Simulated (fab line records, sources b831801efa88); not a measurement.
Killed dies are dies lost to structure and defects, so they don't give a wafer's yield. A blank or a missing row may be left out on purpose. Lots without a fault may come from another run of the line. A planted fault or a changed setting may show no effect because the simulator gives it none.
Chamber matching | flow sky130 | SKY_PASSIVATION_CVD_00 on pecvd-02: 3 sister chambers
The step deposits SiO2, target thk 90 nm. 24 wafers are shown with their chamber, then 12 later ones without.

WAFERS WITH THEIR CHAMBER
wafer  | chamber | heater_power_w (W)
L074.3 | 0       | 627
L074.4 | 2       | 682
L074.5 | 1       | 766
L075.2 | 1       | 649
L075.3 | 2       | 609
L075.5 | 1       | 656
L076.4 | 0       | 743
L076.5 | 1       | 768
L076.6 | 2       | 646
L078.2 | 2       | 604
L078.3 | 0       | 726
L078.4 | 0       | 733
L082.1 | 0       | 692
L082.5 | 1       | 662
L082.6 | 0       | 675
L084.3 | 2       | 729
L084.4 | 2       | 704
L084.6 | 1       | 759
L088.1 | 0       | 715
L088.3 | 2       | 699
L088.5 | 0       | 742
L091.1 | 1       | 658
L091.3 | 2       | 622
L091.6 | 0       | 722

SIGNATURES (means of the wafers above)
reading        | chamber 0 | chamber 1 | chamber 2 | scatter within a chamber
heater_power_w | 708.33    | 702.57    | 661.88    | 47.7
Rule: a wafer's distance from a chamber is the root of the sum, over the readings, of the square of ((its reading less the chamber's mean) divided by the reading's scatter). The wafer belongs to the nearest chamber; if the next one is less than 2 further off, it can't be placed. The scatter: the root of (the sum of the squares of (reading less its chamber's mean) over the shown wafers, divided by (wafers less chambers)).

WAFERS WITHOUT THEIR CHAMBER
wafer  | heater_power_w (W)
L090.1 | 675
L090.3 | 687
L090.6 | 698
L094.2 | 691
L094.5 | 622
L094.6 | 584
L095.2 | 740
L095.4 | 716
L095.5 | 726
L097.1 | 711
L097.3 | 737
L097.5 | 681

WHICH CHAMBER EACH WENT THROUGH
wafer  | from the rows above          | in truth
L090.1 | can't be placed: 2 or 1 or 0 | 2
L090.3 | can't be placed: 1 or 0 or 2 | 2
L090.6 | can't be placed: 1 or 0 or 2 | 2
L094.2 | can't be placed: 1 or 0 or 2 | 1
L094.5 | can't be placed: 2 or 1 or 0 | 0
L094.6 | can't be placed: 2 or 1 or 0 | 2
L095.2 | can't be placed: 0 or 1 or 2 | 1
L095.4 | can't be placed: 0 or 1 or 2 | 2
L095.5 | can't be placed: 0 or 1 or 2 | 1
L097.1 | can't be placed: 0 or 1 or 2 | 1
L097.3 | can't be placed: 0 or 1 or 2 | 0
L097.5 | can't be placed: 2 or 1 or 0 | 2
Placed correctly: 0 of 12. Can't be placed from these rows: 12 (the true chamber is among the candidates in 12). Placed wrongly: 0.
